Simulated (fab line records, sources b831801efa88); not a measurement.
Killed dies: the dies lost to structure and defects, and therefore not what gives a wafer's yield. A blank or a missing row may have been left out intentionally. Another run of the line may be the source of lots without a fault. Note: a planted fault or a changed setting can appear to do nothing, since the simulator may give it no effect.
Chamber matching / flow sky130 / SKY_CAP2M_CVD_00 on pecvd-03: 3 sister chambers
The step deposits SiO2, target thk 15.5 nm. 18 wafers are shown with their chamber, then 9 later ones without.

== EACH WAFER AND ITS CHAMBER ==
wafer=L075.1; chamber=0; heater power w (W)=626
wafer=L075.2; chamber=1; heater power w (W)=609
wafer=L075.6; chamber=0; heater power w (W)=630
wafer=L082.1; chamber=0; heater power w (W)=593
wafer=L082.2; chamber=2; heater power w (W)=527
wafer=L082.3; chamber=1; heater power w (W)=596
wafer=L082.4; chamber=1; heater power w (W)=572
wafer=L082.5; chamber=0; heater power w (W)=591
wafer=L082.6; chamber=2; heater power w (W)=533
wafer=L087.1; chamber=2; heater power w (W)=555
wafer=L087.4; chamber=2; heater power w (W)=559
wafer=L087.6; chamber=2; heater power w (W)=559
wafer=L088.1; chamber=0; heater power w (W)=565
wafer=L088.4; chamber=0; heater power w (W)=571
wafer=L088.5; chamber=2; heater power w (W)=545
wafer=L089.3; chamber=2; heater power w (W)=577
wafer=L089.4; chamber=0; heater power w (W)=664
wafer=L089.6; chamber=1; heater power w (W)=554

SIGNATURES (means of the wafers above)
reading=heater power w; chamber 0=605.71; chamber 1=582.75; chamber 2=550.71; scatter within a chamber=27.3
Rule: distance of a wafer from a chamber = root of the sum over the readings of ((wafer's reading minus chamber's mean) / reading's scatter) squared. The wafer belongs to the nearest chamber; if the next one is less than 2 further off, it can't be placed. The scatter is the square root of a quotient: the sum, over the shown wafers, of each reading's squared deviation from its chamber's mean, divided by wafers minus chambers.

== WAFERS WHOSE CHAMBER IS MISSING ==
wafer=L095.2; heater power w (W)=566
wafer=L095.3; heater power w (W)=561
wafer=L095.5; heater power w (W)=569
wafer=L096.1; heater power w (W)=557
wafer=L096.2; heater power w (W)=654
wafer=L096.3; heater power w (W)=554
wafer=L096.4; heater power w (W)=578
wafer=L096.5; heater power w (W)=558
wafer=L096.6; heater power w (W)=646

== THE CHAMBER EACH PASSED THROUGH ==
wafer=L095.2; from the rows above=can't be placed: 2 or 1 or 0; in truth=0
wafer=L095.3; from the rows above=can't be placed: 2 or 1 or 0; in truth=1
wafer=L095.5; from the rows above=can't be placed: 1 or 2 or 0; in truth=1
wafer=L096.1; from the rows above=can't be placed: 2 or 1 or 0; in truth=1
wafer=L096.2; from the rows above=can't be placed: 0 or 1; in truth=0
wafer=L096.3; from the rows above=can't be placed: 2 or 1 or 0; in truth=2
wafer=L096.4; from the rows above=can't be placed: 1 or 2 or 0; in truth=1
wafer=L096.5; from the rows above=can't be placed: 2 or 1 or 0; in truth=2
wafer=L096.6; from the rows above=can't be placed: 0 or 1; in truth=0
0 of 9 placed correctly. Can't be placed from these rows: 9 (the true chamber is among the candidates in 9). Number placed wrongly: 0.
